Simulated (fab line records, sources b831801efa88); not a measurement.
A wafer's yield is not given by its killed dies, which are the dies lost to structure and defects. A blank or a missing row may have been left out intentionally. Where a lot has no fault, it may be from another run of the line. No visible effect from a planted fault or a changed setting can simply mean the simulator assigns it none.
Which tool was responsible? -- flow sfq_line -- 7 lots with 21 wafers sampled at 4 steps, on a route of 325 steps

WHAT EACH GAUGE READ, for each wafer
SFQ_M3_RS_MEAS_919: measurement is done with a four-point probe.
lot,measured,on,M3_NB_RS (ohm/sq)
L671,day 38 03:05,film_metro-02,0.912 0.907 0.905
L673,day 38 08:29,film_metro-01,0.885 0.889 0.892
L675,day 38 12:13,film_metro-02,0.894 0.894 0.897
L681,day 39 00:28,film_metro-02,0.894 0.887 0.901
L686,day 39 10:04,film_metro-02,0.901 0.896 0.896
L689,day 44 16:17,film_metro-03,0.883 0.891 0.897
L691,day 45 00:28,film_metro-02,0.900 0.897 0.904

WHICH TOOL RAN EACH LOT (tool, then ch and the chambers of the sampled wafers, then the start)
lot,SFQ_TRILAYER_L0_CAP_PECVD_011,SFQ_TRILAYER_M2_DEP_SPUTTER_055,SFQ_TRILAYER_M3_DEP_SPUTTER_073
L671,"pecvd-02 ch 0,1,2, day 4 01:52","pvd_sputter-03, day 25 04:11","pvd_sputter-05, day 38 02:59"
L673,"pecvd-03 ch 1,2, day 4 04:46","pvd_sputter-03, day 25 07:48","pvd_sputter-03, day 38 08:23"
L675,"pecvd-02 ch 0,1, day 4 06:38","pvd_sputter-03, day 25 12:36","pvd_sputter-06, day 38 12:01"
L681,"pecvd-02 ch 0,1,2, day 4 17:16","pvd_sputter-04, day 26 04:11","pvd_sputter-03, day 39 00:23"
L686,"pecvd-03 ch 0,2, day 8 17:14","pvd_sputter-03, day 27 00:16","pvd_sputter-06, day 39 09:59"
L689,"pecvd-03 ch 0,1, day 9 13:46","pvd_sputter-05, day 40 00:19","pvd_sputter-05, day 44 16:11"
L691,"pecvd-02 ch 0,1, day 10 02:16","pvd_sputter-04, day 40 16:07","pvd_sputter-06, day 45 00:23"
- SFQ_TRILAYER_L0_CAP_PECVD_011: deposits SiO2 from SiH4/N2O, time 13.333 s, target thk 60 nm.
- SFQ_TRILAYER_M2_DEP_SPUTTER_055: material Nb, target thk 200 nm, time 133.3 s.
- SFQ_TRILAYER_M3_DEP_SPUTTER_073: material Nb, target thk 200 nm, time 133.3 s.

THE ANSWER, worked out from the rows above alone
Rule: what is usual is taken from the lots themselves. The widest of any qualifying gaps counts: lots, ordered by their means at a reading, are off when they make up no more than a third of the lots, leave a main group of 4 or more, and stand apart from it by 3 or more times the standard deviation of that group's means. A main group is skipped when, at the precision printed for the reading in the tables above, its means are all equal. Also off: a lot with no number at a reading for which 4 or more lots have one. The other lots that the step has rows for count as sound.
None of the lots is off at any reading shown; this tells nothing.

WHAT WAS PUT IN BY THE SIMULATOR
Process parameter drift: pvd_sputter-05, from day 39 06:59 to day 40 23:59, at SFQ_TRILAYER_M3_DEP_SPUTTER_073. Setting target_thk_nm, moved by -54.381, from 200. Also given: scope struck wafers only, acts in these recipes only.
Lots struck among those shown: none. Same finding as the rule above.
